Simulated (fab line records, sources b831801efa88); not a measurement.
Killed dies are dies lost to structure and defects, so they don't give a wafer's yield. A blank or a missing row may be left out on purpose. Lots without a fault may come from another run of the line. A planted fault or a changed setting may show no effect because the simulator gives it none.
fab line records | flow gf180mcu
record lots=14 wafers=42 last_day=34
route steps=602 shown V1@360 M2@363 V2@393
lots that met no fault: from a run of the same line without faults
start_h: hours from the record's first day to the start of the lot's first wafer shown | wait_h: hours since the lot's step before | " the same as in the row above | L1.1+2: a row that stands for several wafers | - no value, or no start given | * or withheld: withheld | < > ~ a bound
route shown NAME@n: a module of which the file shows steps, and the number in the route of the first | usual: mean/standard deviation of fault-free wafers | same: alike in all rows | chamber/n: place in a boat | sites: the reading at each site | _std_site: their standard deviation | _edge_site: outer sites' mean less inner sites' | radius_mm: how far each site lies from the wafer's centre | mask NAME#n: copy n | behind: the tool/chamber that last shaped the wafer | hold: why the lot was held/for how many hours/how that ended | device: the transistor (n, p or np) that didn't switch | end of line: the same wafers' tests at the end of the route | a step without rows: its recipe alone | killed: dies lost to structure and defects at the first sort, not the wafer's yield | map: a wafer's dies, x killed, . not, _ none there
set.NAME: the setting as run; set.NAME@STEP: as run at that earlier step | model.NAME: the simulator's own value behind a step, which no gauge read
steps of the route over a sample of lots; a table a step, a row a wafer
services: from which hour (start_h, from the record's first day; less than 0 if before it) a tool's chamber was out of use, for how many hours, and why
## steps
# step GF_V1_THK_MEAS_25
# recipe thk_meas_gauge=xrf reads=W_of_V1_CVD_23
# usual V1_W_THK=349/7.4
# columns lot.wafer tool chamber start_h wait_h V1_W_THK[nm]
L540.2 film_metro-02 - 401.97 0.1 339
L540.3 " - " " 341
L540.4 " - " " 336
L542.2 film_metro-02 - 450.73 0.1 347
L542.5 " - " " 348
L542.6 " - " " 346
L543.1 film_metro-02 - 457.50 0.1 346
L543.4 " - " " 345
L543.6 " - " " 344
L544.1 film_metro-02 - 459.35 0.1 339
L544.4 " - " " 347
L544.6 " - " " 344
L546.1 film_metro-01 - 467.18 0.1 353
L546.4 " - " " 352
L546.6 " - " " 360
L549.1 film_metro-02 - 500.60 0.1 361
L549.2 " - " " 360
L549.3 " - " " 358
L550.1 film_metro-02 - 512.31 0.1 358
L550.5 " - " " 360
L550.6 " - " " 356
L556.1 film_metro-01 - 557.11 0.1 356
L556.2 " - " " 355
L556.3 " - " " 354
L558.1 film_metro-02 - 569.60 0.1 367
L558.2 " - " " 353
L558.4 " - " " 359
L559.4 film_metro-04 - 576.83 0.1 341
L559.5 " - " " 342
L559.6 " - " " 341
L560.2 film_metro-01 - 585.89 0.1 338
L560.4 " - " " 344
L560.6 " - " " 337
L561.1 film_metro-04 - 590.20 0.1 339
L561.3 " - " " 336
L561.6 " - " " 337
L562.1 film_metro-02 - 597.51 0.1 352
L562.2 " - " " 357
L562.5 " - " " 352
L563.1 film_metro-01 - 606.69 0.1 351
L563.2 " - " " 346
L563.6 " - " " 357
# step GF_M2_SPUTTER_01
# recipe material=TiN target_thk_nm=30 power_w=6500 time_s=25 chamber_pressure_pa=0.4
# usual throttle_valve_pct=30.1/0.7
# columns lot.wafer tool chamber start_h wait_h throttle_valve_pct
L540.2 pvd_sputter-03 - 402.42 0.1 31.1
L540.3 " - " " 30.9
L540.4 " - " " 31.2
L542.2 pvd_sputter-02 - 451.18 0.1 30.9
L542.5 " - " " 28.3
L542.6 " - " " 29.8
L543.1 pvd_sputter-03 - 457.96 0.1 31.4
L543.4 " - " " 30.7
L543.6 " - " " 30.1
L544.1 pvd_sputter-03 - 459.81 0.1 30.2
L544.4 " - " " 30.8
L544.6 " - " " 30.3
L546.1 pvd_sputter-01 - 467.64 0.1 29.7
L546.4 " - " " 30.2
L546.6 " - " " 30.2
L549.1 pvd_sputter-01 - 501.06 0.1 29.5
L549.2 " - " " 29.6
L549.3 " - " " 30.2
L550.1 pvd_sputter-03 - 512.77 0.1 30.3
L550.5 " - " " 30.5
L550.6 " - " " 31.3
L556.1 pvd_sputter-02 - 557.57 0.1 29.8
L556.2 " - " " 29.5
L556.3 " - " " 30.8
L558.1 pvd_sputter-03 - 570.06 0.1 31.0
L558.2 " - " " 31.3
L558.4 " - " " 30.3
L559.4 pvd_sputter-01 - 577.26 0.1 29.9
L559.5 " - " " 29.9
L559.6 " - " " 29.6
L560.2 pvd_sputter-01 - 586.34 0.1 30.1
L560.4 " - " " 29.9
L560.6 " - " " 29.7
L561.1 pvd_sputter-02 - 590.66 0.1 30.7
L561.3 " - " " 29.6
L561.6 " - " " 29.6
L562.1 pvd_sputter-02 - 597.97 0.1 29.5
L562.2 " - " " 29.7
L562.5 " - " " 28.5
L563.1 pvd_sputter-01 - 607.15 0.1 30.0
L563.2 " - " " 29.7
L563.6 " - " " 30.2
# step GF_M2_CD_MEAS_14
# recipe target_cd_nm=280
# usual cd_nm=280.0/1.2
# columns lot.wafer tool chamber start_h wait_h cd_nm
L540.2 cd_sem-02 - 424.73 0.1 278.6
L540.3 " - " " 277.6
L540.4 " - " " 277.5
L542.2 cd_sem-01 - 474.78 0.1 279.8
L542.5 " - " " 280.1
L542.6 " - " " 279.1
L543.1 cd_sem-01 - 480.83 0.1 279.4
L543.4 " - " " 279.1
L543.6 " - " " 279.2
L544.1 cd_sem-02 - 481.94 0.1 280.6
L544.4 " - " " 280.8
L544.6 " - " " 282.4
L546.1 cd_sem-01 - 491.21 0.1 281.8
L546.4 " - " " 279.9
L546.6 " - " " 280.6
L549.1 cd_sem-01 - 523.98 0.1 280.0
L549.2 " - " " 280.1
L549.3 " - " " 281.4
L550.1 cd_sem-02 - 535.71 0.1 279.5
L550.5 " - " " 280.5
L550.6 " - " " 281.0
L556.1 cd_sem-02 - 579.00 0.1 280.9
L556.2 " - " " 281.1
L556.3 " - " " 281.7
L558.1 cd_sem-01 - 592.11 0.2 282.8
L558.2 " - " " 280.6
L558.4 " - " " 282.9
L559.4 cd_sem-01 - 598.95 0.1 281.5
L559.5 " - " " 281.3
L559.6 " - " " 281.1
L560.2 cd_sem-02 - 607.00 0.1 281.2
L560.4 " - " " 282.1
L560.6 " - " " 281.6
L561.1 cd_sem-01 - 611.33 0.1 279.4
L561.3 " - " " 280.4
L561.6 " - " " 279.6
L562.1 cd_sem-02 - 618.65 0.1 278.5
L562.2 " - " " 278.3
L562.5 " - " " 279.9
L563.1 cd_sem-01 - 626.88 0.1 279.5
L563.2 " - " " 278.9
L563.6 " - " " 279.6
# step GF_V2_EXPOSE_11
# recipe mask_id=Via2 target_cd_nm=260 na=0.68 source_shape=conventional sigma_outer=0.6 dose_mj=38
# usual exposure_dose_mJ_cm2=37.97/0.035 focus_offset_nm=0.1/0.47 sigma_outer=0.6/0 stage_vel_mm_s=500.02/0.23
# columns lot.wafer tool chamber start_h wait_h mask exposure_dose_mJ_cm2 focus_offset_nm sigma_outer stage_vel_mm_s
L540.2 krf_scanner-01 0 438.78 - Via2#0 38.10 -0.8 0.6 500.11
L540.3 " 0 " " Via2#0 37.98 -0.1 0.6 500.07
L540.4 " 0 " " Via2#0 37.99 -0.4 0.6 499.83
L542.2 krf_scanner-01 0 488.07 - Via2#0 37.99 -0.4 0.6 500.20
L542.5 " 0 " " Via2#0 37.95 0.7 0.6 499.79
L542.6 " 0 " " Via2#0 37.93 0.0 0.6 500.23
L543.1 krf_scanner-01 0 494.38 - Via2#0 38.01 -0.2 0.6 499.95
L543.4 " 0 " " Via2#0 37.97 -0.6 0.6 499.94
L543.6 " 0 " " Via2#0 37.94 -0.4 0.6 500.04
L544.1 krf_scanner-01 0 495.49 - Via2#0 37.94 -0.2 0.6 499.93
L544.4 " 0 " " Via2#0 37.88 0.4 0.6 499.92
L544.6 " 0 " " Via2#0 38.00 -0.2 0.6 500.27
L546.1 krf_scanner-01 0 504.44 - Via2#0 37.92 0.1 0.6 499.94
L546.4 " 0 " " Via2#0 37.95 -0.4 0.6 500.07
L546.6 " 0 " " Via2#0 37.96 0.2 0.6 500.01
L549.1 krf_scanner-01 - 536.53 - Via2#0 - - - -
L549.2 " - " " Via2#0 - - - -
L549.3 " - " " Via2#0 - - - -
L550.1 krf_scanner-02 - 548.96 - Via2#0 - - - -
L550.5 " - " " Via2#0 - - - -
L550.6 " - " " Via2#0 - - - -
L556.1 krf_scanner-02 0 592.03 - Via2#0 37.96 -0.5 0.6 499.96
L556.2 " 0 " " Via2#0 37.99 -0.9 0.6 499.93
L556.3 " 0 " " Via2#0 37.95 0.0 0.6 499.95
L558.1 krf_scanner-01 0 604.09 - Via2#0 37.92 -0.2 0.6 500.24
L558.2 " 0 " " Via2#0 37.94 0.0 0.6 500.58
L558.4 " 0 " " Via2#0 38.00 0.9 0.6 500.09
L559.4 krf_scanner-01 0 610.66 - Via2#0 38.01 0.8 0.6 500.23
L559.5 " 0 " " Via2#0 37.95 0.3 0.6 500.41
L559.6 " 0 " " Via2#0 38.02 0.4 0.6 500.08
L560.2 krf_scanner-01 0 618.65 - Via2#0 37.98 -0.5 0.6 500.06
L560.4 " 0 " " Via2#0 38.01 0.1 0.6 500.14
L560.6 " 0 " " Via2#0 38.01 0.0 0.6 499.70
L561.1 krf_scanner-02 0 623.13 - Via2#0 37.95 0.4 0.6 499.94
L561.3 " 0 " " Via2#0 37.98 0.7 0.6 500.27
L561.6 " 0 " " Via2#0 38.00 0.5 0.6 500.32
L562.1 krf_scanner-01 0 630.22 - Via2#0 37.88 0.2 0.6 499.89
L562.2 " 0 " " Via2#0 37.97 -0.2 0.6 499.97
L562.5 " 0 " " Via2#0 37.94 -0.8 0.6 499.71
L563.1 krf_scanner-01 0 638.65 - Via2#0 37.95 0.3 0.6 499.98
L563.2 " 0 " " Via2#0 37.93 0.1 0.6 499.99
L563.6 " 0 " " Via2#0 37.96 0.7 0.6 499.87
## services
# columns tool chamber start_h hours kind
krf_scanner-02 - 386.77 4.4 pm
krf_scanner-02 - 420.52 1.0 pm
krf_scanner-01 - 428.67 1.3 pm
krf_scanner-02 - 435.03 0.8 pm
krf_scanner-01 - 437.74 0.8 pm
krf_scanner-01 - 476.76 0.7 repair
krf_scanner-01 - 477.59 1.0 pm
pvd_sputter-02 - 481.57 1.1 repair
krf_scanner-02 - 486.63 1.3 pm
pvd_sputter-02 - 501.46 1.7 repair
krf_scanner-02 - 503.04 2.4 repair
pvd_sputter-01 - 517.94 1.8 repair
krf_scanner-02 - 529.32 1.3 repair
krf_scanner-01 - 551.00 3.6 pm
krf_scanner-01 - 554.75 1.2 repair
krf_scanner-02 - 568.57 1.1 repair
krf_scanner-01 - 575.72 0.4 repair
krf_scanner-02 - 589.52 1.0 pm
pvd_sputter-02 - 601.38 4.2 repair
krf_scanner-02 - 603.77 0.8 pm
krf_scanner-01 - 604.57 1.3 pm
krf_scanner-01 - 606.54 0.8 pm
krf_scanner-02 - 628.38 4.4 pm
krf_scanner-01 - 634.28 1.6 repair
## key
first_sign step=GF_V2_EXPOSE_11 reading=tool_record direction=missing
effect none on later readings
met_at GF_V2_EXPOSE_11
struck_lots L549,L550
later_rows_left_out L549.1,L549.2,L549.3,L550.1,L550.5,L550.6
sort_left_out L549.1,L549.2,L549.3,L550.1,L550.5,L550.6
not_acting_at GF_V1_THK_MEAS_25,GF_M2_SPUTTER_01,GF_M2_CD_MEAS_14
onset_between 504.44 536.53
fault kind=skipped_step_whole tool=krf_scanner-01,krf_scanner-02 chamber=- onset_h=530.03 steps=GF_V2_EXPOSE_11 scope=struck_lots_only
# sort_left_out: the simulated sort isn't trusted on such a fault, so these wafers' sort isn't shown, and their yield isn't known
# later_rows_left_out: the simulator's readings of these wafers behind a module that went badly wrong aren't trusted and aren't shown, but for the sort
